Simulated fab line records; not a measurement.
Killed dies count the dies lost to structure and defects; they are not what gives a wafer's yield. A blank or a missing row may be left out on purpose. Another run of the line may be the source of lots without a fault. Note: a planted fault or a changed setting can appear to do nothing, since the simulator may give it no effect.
Split-lot trial + flow sky130 + 27 wafers read from 5 lots, route of 708 steps

== THE SPLIT ITSELF ==
At SKY_METAL4_DEVELOP_12 (develop time 60 s), the setting developTimeS was moved away from the recipe's 60 s on 12 of the 27 wafers read, by -45.5% to +44.4%. For the rest of the wafers, this setting stayed at what the recipe calls for.

Split to reading: the file shows no intervening step.

== THE READING ==
cdNm, in nm, at SKY_METAL4_CD_MEAS_13 (target cd 300 nm). A value of 300.6 nm with a standard deviation of 1.4 nm is what fault-free wafers of this fab line usually give.

| wafer  | tool, chamber at the split | developTimeS as run, s | against the recipe | cdNm, nm | against lot-mates on the recipe |
|--------|----------------------------|------------------------|--------------------|----------|---------------------------------|
| L074.1 | lithoTrack-02, 0           | 86.66                  | +44.4%             | 290.2    | -9.0                            |
| L074.2 | lithoTrack-02, 0           | 86.66                  | +44.4%             | 292.4    | -6.8                            |
| L074.3 | lithoTrack-02, 0           | 86.66                  | +44.4%             | 292.5    | -6.7                            |
| L074.4 | lithoTrack-02, 0           | 60                     | recipe             | 299.1    | -                               |
| L074.5 | lithoTrack-02, 0           | 60                     | recipe             | 300.1    | -                               |
| L074.6 | lithoTrack-02, 0           | 60                     | recipe             | 298.3    | -                               |
| L077.1 | lithoTrack-04, 0           | 32.7                   | -45.5%             | 313.8    | +13.9                           |
| L077.2 | lithoTrack-04, 0           | 60                     | recipe             | 300.1    | -                               |
| L077.3 | lithoTrack-04, 0           | 32.7                   | -45.5%             | 313.0    | +13.1                           |
| L077.4 | lithoTrack-04, 0           | 32.7                   | -45.5%             | 312.3    | +12.4                           |
| L077.5 | lithoTrack-04, 0           | 60                     | recipe             | 300.2    | -                               |
| L077.6 | lithoTrack-04, 0           | 60                     | recipe             | 299.4    | -                               |
| L080.1 | lithoTrack-01, 0           | 80.71                  | +34.5%             | 297.7    | -4.0                            |
| L080.2 | lithoTrack-01, 0           | 80.71                  | +34.5%             | 295.4    | -6.3                            |
| L080.3 | lithoTrack-01, 0           | 60                     | recipe             | 300.9    | -                               |
| L080.4 | lithoTrack-01, 0           | 60                     | recipe             | 301.8    | -                               |
| L080.5 | lithoTrack-01, 0           | 80.71                  | +34.5%             | 297.2    | -4.5                            |
| L080.6 | lithoTrack-01, 0           | 60                     | recipe             | 302.3    | -                               |
| L079.2 | lithoTrack-02, 0           | 60                     | recipe             | 301.2    | -                               |
| L079.3 | lithoTrack-02, 0           | 60                     | recipe             | 302.5    | -                               |
| L079.5 | lithoTrack-02, 0           | 60                     | recipe             | 300.8    | -                               |
| L085.1 | lithoTrack-02, 0           | 60                     | recipe             | 299.6    | -                               |
| L085.2 | lithoTrack-02, 0           | 33.74                  | -43.8%             | 311.7    | +12.1                           |
| L085.3 | lithoTrack-02, 0           | 33.74                  | -43.8%             | 311.8    | +12.2                           |
| L085.4 | lithoTrack-02, 0           | 60                     | recipe             | 300.6    | -                               |
| L085.5 | lithoTrack-02, 0           | 33.74                  | -43.8%             | 311.6    | +12.0                           |
| L085.6 | lithoTrack-02, 0           | 60                     | recipe             | 298.6    | -                               |

THE FIT
A straight line over all 27 wafers: cdNm changes by -0.22 nm for each +1% of developTimeS; r = -0.96; the points scatter about the line by 1.8 nm.
The same after taking each lot's own level away (the mean of its wafers on the recipe; 27 wafers): -0.226 nm for each +1%; r = -0.97; scatter 1.6 nm.
That fit puts the effect of the largest move of developTimeS on the reading at 10 nm.
From 299.17 to 301.67 nm: that is the span of the lots' own levels, equal to 1.8 times the standard deviation above.
Consequently the slope shifts little with the lot-to-lot level, the two slopes agreeing.
Check: with one of the wafers moved furthest among these (-45.5%) left out of the fit, the line predicts +11.1 nm for it against its lot-mates. Against them it came out at +13.9 nm.

== ADDITIONAL SPLITS CARRIED BY THESE WAFERS ==
These wafers also went through other splits before the reading. Each is held against what the fit with the lots' levels taken away leaves over:
| other split on the same wafers | wafers away from the commonest value | r with cdNm (lot level and that fit taken away) |
|--------------------------------|--------------------------------------|-------------------------------------------------|
| SKY_CAPM_SPUTTER_02 timeS      | 6                                    | +0.05                                           |
| SKY_METAL4_SPUTTER_02 timeS    | 6                                    | -0.20                                           |

== THE WHOLE CHAIN: every reading that the file lists as answering this split, in the file's order ==
| step                     | what it does                                                                       | reading                                                      | change (the file's fit)               | r (the file's) |
|--------------------------|------------------------------------------------------------------------------------|--------------------------------------------------------------|---------------------------------------|----------------|
| SKY_METAL4_CD_MEAS_13    | target cd 300 nm                                                                   | cdNm                                                         | -0.227 nm for each +1% of the setting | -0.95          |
| SKY_METAL4_DESCUM_15     | chemistry O2, time 8 s                                                             | METAL4.cdNm (the simulator's own value, which no gauge read) | -0.224 nm for each +1% of the setting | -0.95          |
| SKY_METAL4_ETCH_16       | etches BARC in N2/H2, stops on SiO2, time 86.74 s, target depth 60 nm              | METAL4.cdNm (the simulator's own value, which no gauge read) | -0.239 nm for each +1% of the setting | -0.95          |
| SKY_METAL4_METAL_ETCH_18 | etches the open film in Cl2/BCl3, stops on SiO2, target depth 845 nm, time 183.1 s | METAL4.cdNm (the simulator's own value, which no gauge read) | -0.251 nm for each +1% of the setting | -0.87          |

== FILE'S OWN FIT ==
cdNm changes by -0.227 nm for each +1% of developTimeS, r = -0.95.
